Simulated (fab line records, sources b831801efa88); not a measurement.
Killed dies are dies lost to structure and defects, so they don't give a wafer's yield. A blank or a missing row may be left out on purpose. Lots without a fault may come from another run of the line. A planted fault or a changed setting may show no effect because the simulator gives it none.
A struck lot beside a sound one | flow sky130 | 13 steps out of a route of 708
Sound: wafers L517.2, L517.3, L517.5. Struck: wafers L522.3, L522.4, L522.5. The cause comes at the end.
At each step with rows: each side's tool, then ch and its chambers, then its first start. Under that, the readings that differ: sound wafers | struck wafers | difference of the means | sigmas: that difference in standard deviations of wafers without a fault.
alike: readings whose means differ by less than 2 such deviations, and words and numbers that are the same on both sides. not compared: withheld readings, readings that some wafer has no value for, bounds like >300 that may hide the same value, and numbers for which the record gives no deviation and whose values overlap.
The two part at a step that has a row with sigmas, a row that says differs or no value, or rows on one side only. Numbers that don't overlap but have no deviation are shown without sigmas and don't part them. A reading that every wafer of one side lacks parts them only if that side has two wafers or more.

first, 2 steps without rows for these wafers: SKY_VIA4_PEB_09; SKY_VIA4_DEVELOP_10 (develop time 60 s).
SKY_VIA4_OVL_MEAS_11:
  sound on overlay-01, day 45 12:59; struck on overlay-01, day 46 20:39
  reading       | sound         | struck      | difference | sigmas
  VIA4_OVL (nm) | -3.0 -3.2 0.0 | 1.2 0.3 0.7 | +2.8       | +2
SKY_VIA4_ETCH_12: etches SiO2 in C4F8/O2/Ar, stops on TiN, target depth 580 nm.
  sound on rie_diel-02 ch 0,1,2, day 45 13:01; struck on rie_diel-01 ch 0,3, day 46 20:41
  alike: oes_product_au
SKY_VIA4_STRIP_13: strips in O2/N2.
  sound on plasma_asher-01 ch 0,1, day 45 13:05; struck on plasma_asher-01 ch 0,1, day 46 20:47
  alike: drypump_motor_current_A, oes_product_au, strip_time_to_endpoint_s
  not compared: rf_hours_counter_h
then, 3 steps without rows for these wafers: SKY_VIA4_STRIP_14 (strips in post etch residue remover, time 1200 s); SKY_VIA4_CLEAN_15 (cleans in IPA, time 180 s); SKY_VIA4_CLEAN_16 (cleans in O3/DIW).
SKY_VIA4_SPUTTER_17: material TiN, target thk 20 nm, time 80 s.
  sound on pvd_sputter-04, day 45 13:41; struck on pvd_sputter-04, day 46 21:20
  alike: cathode_dc_power_W, throttle_valve_pct
SKY_VIA4_CVD_18: deposits W, target thk 505 nm, time 152.14 s.
  sound on cvd_w-01 ch 0,1, day 45 13:45; struck on cvd_w-02 ch 0,1, day 46 21:27
  alike: heater_power_w
SKY_VIA4_RS_MEAS_19: measures by four-point-probe.
  sound on film_metro-04, day 45 13:55; struck on film_metro-03, day 46 21:36
  alike: VIA4_W_RS
SKY_VIA4_THK_MEAS_20: measures by xrf.
  sound on film_metro-04, day 45 14:02; struck on film_metro-03, day 46 21:42
  alike: VIA4_W_THK
SKY_VIA4_CMP_21: polishes, stops on SiO2, t overpolish 25 s, target thk 0 nm.
  sound on cmp-01 ch 1,3, day 45 14:16; struck on cmp-02 ch 0,1,3, day 46 21:47
  no value came back on the struck wafers for any of 5 readings (edge_zone_pressure_frac, head_pressure_psi (psi) and others); on the sound wafers edge_zone_pressure_frac reads 0.997 0.996 0.998
  reading                                  | sound             | struck            | difference | sigmas
  model.W_of_VIA4_CVD_18.thk_nm (nm)       | 0 0 0             | 511.8 513.6 510.6 | +512.0     |
  model.SiO2_of_VIA4_HDPCVD_00.thk_nm (nm) | 571.5 574.8 574.6 | 578.7 580 580     | +5.9       |

WHERE THEY PART
First at SKY_VIA4_OVL_MEAS_11; last, within this record, at SKY_VIA4_CMP_21.

WHY: what the simulator had put in
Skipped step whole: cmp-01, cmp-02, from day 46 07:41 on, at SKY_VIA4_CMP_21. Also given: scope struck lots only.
